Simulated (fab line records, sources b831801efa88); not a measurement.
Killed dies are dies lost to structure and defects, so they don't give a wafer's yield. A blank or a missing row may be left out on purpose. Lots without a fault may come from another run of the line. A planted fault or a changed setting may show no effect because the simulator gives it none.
fab line records | flow sky130
record lots=6 wafers=17 last_day=50
route steps=708 shown POLY_GATE@236 LDD_N@237 PAD_OPEN@708
lots that met no fault: from a run of the same line without faults
start_h: hours from the record's first day to the start of the lot's first wafer shown | wait_h: hours since the lot's step before | " the same as in the row above | L1.1+2: a row that stands for several wafers | - no value, or no start given | * or withheld: withheld | < > ~ a bound
route shown NAME@n: a module of which the file shows steps, and the number in the route of the first | usual: mean/standard deviation of fault-free wafers | same: alike in all rows | chamber/n: place in a boat | sites: the reading at each site | _std_site: their standard deviation | _edge_site: outer sites' mean less inner sites' | radius_mm: how far each site lies from the wafer's centre | mask NAME#n: copy n | behind: the tool/chamber that last shaped the wafer | hold: why the lot was held/for how many hours/how that ended | device: the transistor (n, p or np) that didn't switch | end of line: the same wafers' tests at the end of the route | a step without rows: its recipe alone | killed: dies lost to structure and defects at the first sort, not the wafer's yield | map: a wafer's dies, x killed, . not, _ none there
set.NAME: the setting as run; set.NAME@STEP: as run at that earlier step | model.NAME: the simulator's own value behind a step, which no gauge read
lots at some steps of the route; a table a step, a row a wafer
services: from which hour (start_h, from the record's first day; less than 0 if before it) a tool's chamber was out of use, for how many hours, and why
## steps
# step SKY_POLY_GATE_CD_MEAS_22
# usual cd_nm=149/3.3
# columns lot.wafer tool chamber start_h wait_h cd_nm
L512.2 cd_sem-02 - 394.64 0.1 147
L512.3 " - " " 151
L512.4 " - " " 146
L516.2 cd_sem-02 - 418.87 0.1 142
L516.4 " - " " 148
L516.5 " - " " 145
L517.1 cd_sem-02 - 424.64 0.1 150
L517.2 " - " " 150
L517.5 " - " " 149
L525.1 cd_sem-01 - 500.33 0.1 147
L525.2 " - " " 149
L525.3 " - " " 147
L531.1 cd_sem-02 - 562.56 0.1 149
L531.3 " - " " 145
L531.5 " - " " 148
L529.3 cd_sem-01 - 563.87 0.1 148
L529.4 " - " " 148
# step SKY_LDD_N_DEHYDRATE_00
# recipe temp_c=200 time_s=60
# step SKY_LDD_N_HMDS_01
# recipe prime_time_s=60 prime_temp_c=120
# step SKY_LDD_N_COAT_02
# recipe resist=NOVOLAK spin_rpm=3000 resist_thk_nm=300
# step SKY_LDD_N_SOFTBAKE_03
# recipe temp_c=90 time_s=60 resist=NOVOLAK
# step SKY_LDD_N_EXPOSE_04
# recipe mask_id=NTM target_cd_nm=840 na=0.6 source_shape=conventional sigma_outer=0.6 dose_mj=110
# step SKY_LDD_N_PEB_05
# recipe temp_c=withheld time_s=* resist=NOVOLAK
# step SKY_LDD_N_DEVELOP_06
# recipe develop_time_s=60 dev_temp_c=23
# step SKY_LDD_N_OVL_MEAS_07
# usual LDD_N_OVL=0.2/1.3
# columns lot.wafer tool chamber start_h wait_h LDD_N_OVL[nm]
L512.2 overlay-01 - 424.72 0.1 0.1
L512.3 " - " " -0.7
L512.4 " - " " 0.2
L516.2 overlay-01 - 449.23 0.1 -0.3
L516.4 " - " " 1.3
L516.5 " - " " 0.6
L517.1 overlay-02 - 456.10 0.1 -0.3
L517.2 " - " " -0.9
L517.5 " - " " -0.5
L525.1 overlay-02 - 531.46 0.1 0.8
L525.2 " - " " -0.3
L525.3 " - " " -0.8
L531.1 overlay-01 - 592.21 0.1 -0.5
L531.3 " - " " 0.3
L531.5 " - " " 2.2
L529.3 overlay-02 - 593.72 0.1 -0.3
L529.4 " - " " 0.3
# step SKY_LDD_N_IMPLANT_08
# recipe species=As energy_kev=20 dose_cm2=7.5e+13 tilt_deg=withheld rotation_deg=23
# step SKY_LDD_N_IMPLANT_09
# recipe species=As energy_kev=20 dose_cm2=7.5e+13 tilt_deg=withheld rotation_deg=113
# step SKY_LDD_N_IMPLANT_10
# recipe species=As energy_kev=20 dose_cm2=7.5e+13 tilt_deg=withheld rotation_deg=203
# step SKY_LDD_N_IMPLANT_11
# recipe species=As energy_kev=20 dose_cm2=7.5e+13 tilt_deg=withheld rotation_deg=293
# usual dose_ions_cm2=7.501e+13/7.5e+10 end_station_pressure_torr=5.4e-06/2.7e-07 faraday_current_uA=424/8.9
# columns lot.wafer tool chamber start_h wait_h dose_ions_cm2 end_station_pressure_torr faraday_current_uA
L512.2 implanter-01 0 425.22 0.1 7.509e+13 5.36e-06 415
L512.3 " 0 " " 7.494e+13 5.53e-06 424
L512.4 " 0 " " 7.497e+13 5.27e-06 428
L516.2 implanter-01 0 449.73 0.1 8.45e+13 5.29e-06 469
L516.4 " 0 " " 8.457e+13 5.36e-06 489
L516.5 " 0 " " 8.442e+13 5.64e-06 483
L517.1 implanter-01 0 456.58 0.1 8.441e+13 5.75e-06 476
L517.2 " 0 " " 8.439e+13 5.82e-06 486
L517.5 " 0 " " 8.447e+13 5.75e-06 489
L525.1 implanter-01 0 531.95 0.1 7.491e+13 5.26e-06 430
L525.2 " 0 " " 7.49e+13 5.68e-06 411
L525.3 " 0 " " 7.499e+13 5.41e-06 425
L531.1 implanter-04 0 592.81 0.1 7.511e+13 5.68e-06 442
L531.3 " 0 " " 7.494e+13 5.52e-06 430
L531.5 " 0 " " 7.484e+13 5.16e-06 436
L529.3 implanter-01 0 594.25 0.1 7.503e+13 5.14e-06 430
L529.4 " 0 " " 7.509e+13 5.27e-06 431
# step SKY_LDD_N_IMPLANT_12
# recipe species=BF2 energy_kev=50 dose_cm2=5e+12 tilt_deg=30 rotation_deg=0
# step SKY_PAD_OPEN_PROBE_99
# usual killed_at_M0_to_M3=44/6.9 killed_at_M4_up=3.3/2 killed_at_contacts=25/5.4 killed_at_front_end=16/4.6 killed_at_other=0.2/0.51 killed_dies=88/8.9 killed_open=48/6.8 killed_short=39/5.8
# same gross_dies=492 killed_at_back_side=0
# columns lot.wafer tool chamber start_h wait_h killed_at_M0_to_M3 killed_at_M4_up killed_at_contacts killed_at_front_end killed_at_other killed_dies killed_open killed_short model.etest.tip_n.rs_ohm_sq
L512.2 prober-01 - 1094.51 0.1 51 4 25 12 0 92 53 39 433.7
L512.3 prober-01 - 1094.56 0.2 34 5 25 18 0 82 36 45 437.2
L512.4 prober-01 - 1094.61 0.2 44 5 27 12 1 89 50 39 436.2
L516.2 prober-01 - 1113.62 0.1 54 6 36 24 1 121 64 57 436.9
L516.4 prober-01 - 1113.72 0.2 40 4 19 11 1 75 43 31 438.7
L516.5 prober-01 - 1113.77 0.2 51 2 19 22 1 95 48 46 435.5
L517.1 prober-02 - 1114.69 0.1 45 8 31 9 0 93 45 48 435.5
L517.2 prober-02 - 1114.74 0.1 34 1 27 20 0 82 39 42 436.6
L517.5 prober-02 - 1114.89 0.2 39 3 23 19 0 84 45 39 436.1
L525.1 prober-02 - 1159.38 0.1 62 6 18 16 0 102 58 44 438.4
L525.2 prober-02 - 1159.43 0.1 49 2 21 15 0 87 50 36 440.7
L525.3 prober-02 - 1159.48 0.2 54 6 15 15 1 91 43 46 441.1
L531.1 prober-01 - 1196.78 0.1 40 5 22 14 1 82 45 36 443.8
L531.3 prober-01 - 1196.88 0.2 37 5 31 11 0 84 52 32 439.7
L531.5 prober-01 - 1196.98 0.2 48 9 14 9 0 80 46 34 438.2
L529.3 prober-02 - 1199.88 0.2 31 4 25 20 0 80 45 35 433.2
L529.4 prober-02 - 1199.93 0.2 52 2 18 22 0 94 58 35 440.5
# killed by level:class
L512.2 CONTACT:geometric_particle:open=15 VIA1:geometric_particle:open=11 VIA2:geometric_particle:open=9 METAL3:geometric_particle:short=7 VIA1:geometric_particle:short=5 LI_CONTACT:geometric_particle:open=4 METAL1:geometric_particle:short=4 VIA2:geometric_particle:short=4
L512.3 VIA1:geometric_particle:open=11 POLY_GATE:geometric_particle:short=10 CONTACT:geometric_particle:short=8 METAL1:geometric_particle:short=5 LOCAL_INTERCONNECT:geometric_particle:open=4 CONTACT:geometric_particle:open=4 VIA1:geometric_particle:short=4 FIELD_ISO:geometric_particle:short=3
L512.4 VIA1:geometric_particle:open=13 CONTACT:geometric_particle:open=10 LI_CONTACT:geometric_particle:open=8 VIA1:geometric_particle:short=8 VIA2:geometric_particle:open=6 METAL1:geometric_particle:short=4 VIA2:geometric_particle:short=4 VIA3:geometric_particle:open=4
L516.2 CONTACT:geometric_particle:open=19 VIA1:geometric_particle:open=10 FIELD_ISO:geometric_particle:short=8 METAL2:geometric_particle:short=8 VIA3:geometric_particle:open=7 VIA3:geometric_particle:short=7 POLY_GATE:geometric_particle:open=6 LI_CONTACT:geometric_particle:open=6
L516.4 CONTACT:geometric_particle:open=10 VIA1:geometric_particle:open=7 METAL1:geometric_particle:short=5 METAL2:geometric_particle:short=5 LI_CONTACT:geometric_particle:open=4 VIA3:geometric_particle:short=4 VIA3:geometric_particle:open=4 FIELD_ISO:geometric_particle:open=3
L516.5 CONTACT:geometric_particle:open=9 METAL2:geometric_particle:short=9 VIA1:geometric_particle:open=8 VIA2:geometric_particle:open=8 FIELD_ISO:geometric_particle:short=7 VIA2:geometric_particle:short=7 POLY_GATE:geometric_particle:open=5 METAL2:geometric_particle:open=5
L517.1 CONTACT:geometric_particle:open=10 VIA1:geometric_particle:open=10 LI_CONTACT:geometric_particle:open=7 VIA1:geometric_particle:short=7 METAL4:geometric_particle:short=6 LOCAL_INTERCONNECT:geometric_particle:short=5 VIA3:geometric_particle:open=5 CONTACT:geometric_particle:short=5
L517.2 CONTACT:geometric_particle:open=13 FIELD_ISO:geometric_particle:short=8 VIA1:geometric_particle:open=8 CONTACT:geometric_particle:short=6 VIA2:geometric_particle:open=5 METAL3:geometric_particle:short=5 FIELD_ISO:geometric_particle:open=4 POLY_GATE:geometric_particle:short=4
L517.5 CONTACT:geometric_particle:open=9 VIA1:geometric_particle:open=8 FIELD_ISO:geometric_particle:open=7 FIELD_ISO:geometric_particle:short=7 VIA1:geometric_particle:short=7 LI_CONTACT:geometric_particle:open=6 VIA3:geometric_particle:open=6 LOCAL_INTERCONNECT:geometric_particle:short=5
L525.1 VIA1:geometric_particle:open=18 VIA3:geometric_particle:open=12 VIA2:geometric_particle:open=8 METAL1:geometric_particle:short=8 VIA3:geometric_particle:short=6 METAL4:geometric_particle:short=5 FIELD_ISO:geometric_particle:open=4 LI_CONTACT:geometric_particle:open=4
L525.2 VIA1:geometric_particle:open=18 VIA3:geometric_particle:open=8 POLY_GATE:geometric_particle:short=7 CONTACT:geometric_particle:open=7 VIA2:geometric_particle:open=6 CONTACT:geometric_particle:short=4 METAL1:geometric_particle:short=4 VIA1:geometric_particle:short=4
L525.3 VIA2:geometric_particle:open=9 VIA3:geometric_particle:open=8 VIA1:geometric_particle:short=7 METAL2:geometric_particle:short=7 VIA1:geometric_particle:open=6 LI_CONTACT:geometric_particle:open=6 METAL4:geometric_particle:short=5 METAL1:geometric_particle:short=5
L531.1 VIA1:geometric_particle:open=8 CONTACT:geometric_particle:open=7 LI_CONTACT:geometric_particle:open=6 VIA2:geometric_particle:open=6 VIA2:geometric_particle:short=5 VIA3:geometric_particle:open=5 VIA1:geometric_particle:short=5 FIELD_ISO:geometric_particle:short=4
L531.3 CONTACT:geometric_particle:open=12 VIA2:geometric_particle:open=9 LI_CONTACT:geometric_particle:open=8 VIA1:geometric_particle:open=7 VIA3:geometric_particle:open=6 LOCAL_INTERCONNECT:geometric_particle:short=5 METAL4:geometric_particle:short=5 LI_CONTACT:geometric_particle:short=4
L531.5 VIA2:geometric_particle:open=10 CONTACT:geometric_particle:open=9 VIA1:geometric_particle:open=9 VIA3:geometric_particle:open=7 METAL4:geometric_particle:short=7 FIELD_ISO:geometric_particle:short=5 METAL2:geometric_particle:short=5 METAL1:geometric_particle:short=4
L529.3 VIA1:geometric_particle:open=9 CONTACT:geometric_particle:short=9 FIELD_ISO:geometric_particle:open=8 LI_CONTACT:geometric_particle:open=6 POLY_GATE:geometric_particle:short=5 CONTACT:geometric_particle:open=5 VIA2:geometric_particle:open=5 VIA1:geometric_particle:short=4
L529.4 VIA1:geometric_particle:open=9 CONTACT:geometric_particle:open=9 VIA2:geometric_particle:open=9 FIELD_ISO:geometric_particle:short=8 FIELD_ISO:geometric_particle:open=6 POLY_GATE:geometric_particle:open=6 VIA3:geometric_particle:open=6 METAL2:geometric_particle:short=6
## services
# columns tool chamber start_h hours kind
implanter-01 - 451.33 4.0 repair
implanter-04 - 499.26 9.0 pm
implanter-04 - 508.56 4.4 repair
implanter-04 - 511.56 6.4 repair
implanter-04 - 555.51 0.5 repair
implanter-01 - 588.52 5.1 pm
## key
first_sign step=SKY_LDD_N_IMPLANT_11 reading=dose_ions_cm2 direction=up sigmas=99+ usual=* struck=*
effect step=SKY_LDD_N_IMPLANT_11 reading=faraday_current_uA direction=up sigmas=6.5 usual=424 struck=482
model_effect step=SKY_PAD_OPEN_PROBE_99 value=etest.tip_n.rs_ohm_sq without=445 struck=436.6
met_at SKY_LDD_N_IMPLANT_11
struck_wafers L516.2,L516.4,L516.5,L517.1,L517.2,L517.5
tester_left_out L516,L517
onset_between 425.22 449.73
fault kind=process_parameter_drift tool=implanter-01 chamber=- onset_h=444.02 steps=SKY_LDD_N_IMPLANT_11 channel=dose_cm2 offset=* shape=step end_h=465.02 acts_in=* stated=*
# tester_left_out: of these lots the tester's yield and bins aren't shown, on N5 and GAA mostly nor the transistor test; their killed dies are dies lost to structure and defects alone, not to doping, threshold or leakage, so they don't give the yield
